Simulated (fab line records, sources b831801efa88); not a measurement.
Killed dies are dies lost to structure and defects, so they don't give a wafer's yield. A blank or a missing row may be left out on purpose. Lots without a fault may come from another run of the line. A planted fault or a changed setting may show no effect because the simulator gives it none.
Which tool did it? | flow sky130 | 10 lots, 30 wafers sampled, at 5 steps of a route of 708

WHAT THE GAUGES READ, wafer by wafer
SKY_GATE_OXIDE_OVL_MEAS_10. Usual: GATE_OXIDE_OVL -1.3 nm, standard deviation 1.3.
lot  | measured     | on         | GATE_OXIDE_OVL (nm) | flag
L108 | day 13 21:14 | overlay-01 | 1.2 1.3 -0.3        |
L110 | day 14 14:44 | overlay-01 | 1.4 -0.9 -0.3       |
L113 | day 15 17:11 | overlay-02 | -0.3 -1.2 -2.4      |
L114 | day 16 07:45 | overlay-01 | -2.2 -1.6 -2.8      |
L115 | day 16 13:47 | overlay-02 | -2.0 -1.4 -0.9      |
L116 | day 17 08:41 | overlay-02 | 1.0 0.8 2.0         |
L123 | day 20 03:38 | overlay-02 | 1.1 0.4 0.5         |
L124 | day 20 09:56 | overlay-02 | -2.1 -0.1 -1.1      |
L125 | day 20 12:11 | overlay-02 | -1.3 -2.8 -2.8      |
L126 | day 20 19:41 | overlay-01 | -3.7 -1.7 -2.1      |

SKY_LDD_P_TW_MEAS_11. Usual: LDD_P_TW 631, standard deviation 6.1.
lot  | measured     | on            | LDD_P_TW    | flag
L108 | day 19 01:56 | film_metro-04 | 647 645 644 |
L110 | day 19 23:35 | film_metro-01 | 626 628 627 |
L113 | day 20 23:44 | film_metro-03 | 630 631 631 |
L114 | day 21 20:41 | film_metro-04 | 643 640 641 |
L115 | day 22 01:11 | film_metro-03 | 631 635 634 |
L116 | day 22 21:35 | film_metro-01 | 623 622 626 |
L123 | day 25 16:05 | film_metro-01 | 633 631 629 |
L124 | day 25 20:17 | film_metro-01 | 626 627 625 |
L125 | day 25 21:11 | film_metro-01 | 627 630 625 |
L126 | day 26 06:02 | film_metro-01 | 626 623 623 |

SKY_SPACER_THK_MEAS_01. Usual: SPACER_CVD_00_THK 43.3 nm, standard deviation 0.45.
lot  | measured     | on            | SPACER_CVD_00_THK (nm)        | flag
L108 | day 23 03:41 | film_metro-04 | 43.2 43.5 43.1                |
L110 | day 23 21:46 | film_metro-03 | 42.5 42.6 42.9                |
L113 | day 24 22:39 | film_metro-01 | 43.1 42.9 43.1                |
L114 | day 25 17:49 | film_metro-04 | 42.8 43.1 43.0                |
L115 | day 25 21:25 | film_metro-04 | 43.0 42.6 42.4                |
L116 | day 26 17:14 | film_metro-03 | 43.0 42.8 42.6                |
L123 | day 29 08:29 | film_metro-03 | 43.7 44.0 43.9                |
L124 | day 29 12:29 | film_metro-04 | 47.3 46.9 47.1 47.2 47.0 47.2 | OFF
L125 | day 29 13:59 | film_metro-03 | 47.6 48.3 47.7 47.7 48.3 47.7 | OFF
L126 | day 29 22:38 | film_metro-04 | 47.3 47.2 47.4 47.3 47.1 47.5 | OFF

WHICH TOOL RAN EACH LOT (tool, then ch and the chambers of the sampled wafers, then the start)
lot  | SKY_GATE_OXIDE_STRIP_13              | SKY_SPACER_CVD_00
L108 | plasma_asher-04 ch 0,1, day 13 21:31 | lpcvd-02 ch 1, day 23 01:52
L110 | plasma_asher-02 ch 0,1, day 14 15:02 | lpcvd-02 ch 1, day 23 20:33
L113 | plasma_asher-01 ch 0,1, day 15 17:29 | lpcvd-02 ch 1, day 24 21:26
L114 | plasma_asher-01 ch 0,1, day 16 08:02 | lpcvd-02 ch 1, day 25 16:35
L115 | plasma_asher-02 ch 0,1, day 16 14:11 | lpcvd-02 ch 1, day 25 20:13
L116 | plasma_asher-02 ch 0,1, day 17 08:59 | lpcvd-02 ch 0, day 26 15:26
L123 | plasma_asher-04 ch 0,1, day 20 03:56 | lpcvd-02 ch 0, day 29 07:17
L124 | plasma_asher-01 ch 0,1, day 20 10:14 | lpcvd-02 ch 0, day 29 11:17
L125 | plasma_asher-01 ch 0,1, day 20 12:29 | lpcvd-02 ch 1, day 29 12:47
L126 | plasma_asher-01 ch 0,1, day 20 19:59 | lpcvd-02 ch 0, day 29 21:26
- SKY_GATE_OXIDE_STRIP_13: strips in O2/N2.
- SKY_SPACER_CVD_00: deposits Si3N4 from DCS/NH3, target thk 43.1 nm, time 740 s.

WHAT THE TOOLS THEMSELVES READ (means of the sampled wafers that have a number; where no wafer has one, the mark that the record gives instead)
SKY_GATE_OXIDE_STRIP_13. Usual: drypump_motor_current_A 5.37 A, standard deviation 0.18; oes_product_au 0.715 a.u., standard deviation 0.0045; strip_time_to_endpoint_s 14.17 s, standard deviation 0.045.
lot  | tool            | drypump_motor_current_A (A) | oes_product_au (a.u.) | strip_time_to_endpoint_s (s) | flag
L108 | plasma_asher-04 | 5.26                        | 0.713                 | 14.21                        |
L110 | plasma_asher-02 | 5.57                        | 0.714                 | 14.17                        |
L113 | plasma_asher-01 | 5.44                        | 0.714                 | 14.19                        |
L114 | plasma_asher-01 | 5.45                        | 0.711                 | 14.12                        |
L115 | plasma_asher-02 | 5.58                        | 0.711                 | 14.16                        |
L116 | plasma_asher-02 | 5.52                        | 0.716                 | 14.14                        |
L123 | plasma_asher-04 | 5.23                        | 0.715                 | 14.16                        |
L124 | plasma_asher-01 | 5.45                        | 0.713                 | 14.21                        |
L125 | plasma_asher-01 | 5.45                        | 0.711                 | 14.20                        |
L126 | plasma_asher-01 | 5.45                        | 0.714                 | 14.24                        |

SKY_SPACER_CVD_00. Usual: pressure_mtorr 250.0 mTorr, standard deviation 0.44; spike_tc_bottom_C 791.3 C, standard deviation 1.5; spike_tc_centre_C 771.2 C, standard deviation 1.4; spike_tc_lower_C 770.0 C, standard deviation 1.4; spike_tc_top_C 785.0 C, standard deviation 1.4; spike_tc_upper_C 769.8 C, standard deviation 0.98; susceptor_temp_C 769.95 C, standard deviation 0.3; zone_power_top_pct 27.6 %, standard deviation 1.3.
lot  | tool     | pressure_mtorr (mTorr) | spike_tc_bottom_C (C) | spike_tc_centre_C (C) | spike_tc_lower_C (C) | spike_tc_top_C (C) | spike_tc_upper_C (C) | susceptor_temp_C (C) | zone_power_top_pct (%) | flag
L108 | lpcvd-02 | 249.6                  | 792.5                 | 772.3                 | 771.3                | 783.3              | 770.6                | 769.98               | 26.4                   |
L110 | lpcvd-02 | 249.9                  | 791.9                 | 771.5                 | 771.4                | 785.5              | 770.5                | 769.98               | 26.6                   |
L113 | lpcvd-02 | 250.0                  | 792.4                 | 771.8                 | 771.3                | 785.6              | 770.4                | 769.96               | 26.5                   |
L114 | lpcvd-02 | 249.9                  | 793.1                 | 772.5                 | 770.3                | 784.4              | 769.3                | 769.87               | 26.6                   |
L115 | lpcvd-02 | 250.1                  | 792.9                 | 771.6                 | 770.5                | 782.7              | 770.6                | 770.02               | 26.3                   |
L116 | lpcvd-02 | 249.7                  | 790.5                 | 770.3                 | 768.0                | 786.2              | 769.3                | 770.44               | 29.0                   |
L123 | lpcvd-02 | 250.2                  | 789.9                 | 769.5                 | 768.7                | 786.4              | 768.8                | 769.80               | 28.8                   |
L124 | lpcvd-02 | 250.3                  | 795.5                 | 775.1                 | 773.5                | 790.0              | 773.7                | 775.17               | 29.4                   | OFF
L125 | lpcvd-02 | 250.2                  | 797.1                 | 777.9                 | 775.7                | 789.0              | 775.3                | 775.08               | 26.6                   | OFF
L126 | lpcvd-02 | 249.5                  | 794.7                 | 774.3                 | 773.6                | 791.4              | 773.8                | 775.00               | 29.1                   | OFF

THE ANSWER, worked out from the rows above alone
Rule: a lot is off if the mean of its wafers that have a number lies more than 3 standard deviations from the usual mean. A lot without any number at a reading at which 4 lots or more have one is off too. The other lots that the step has rows for count as sound. The gauges are gone through in route order, then the tools' own readings, and for those a lot's mean is taken as printed above. The first step at which some lot is off is used, and at that step the reading that is off furthest; a lot without a number counts as furthest.
Off: L124, L125, L126, at SKY_SPACER_THK_MEAS_01 (SPACER_CVD_00_THK).
A tool fits if, at a process step before that reading, it ran every lot that is off, and no sound lot after the first of them. The gauges at SKY_SPACER_THK_MEAS_01 aren't tried: what is off there is off at SKY_SPACER_CVD_00 too, on other tools, and a gauge's error can't cause that. Can't be told from this: 2 tools fit, plasma_asher-01 at SKY_GATE_OXIDE_STRIP_13, lpcvd-02 at SKY_SPACER_CVD_00.

WHAT THE SIMULATOR HAD PUT IN
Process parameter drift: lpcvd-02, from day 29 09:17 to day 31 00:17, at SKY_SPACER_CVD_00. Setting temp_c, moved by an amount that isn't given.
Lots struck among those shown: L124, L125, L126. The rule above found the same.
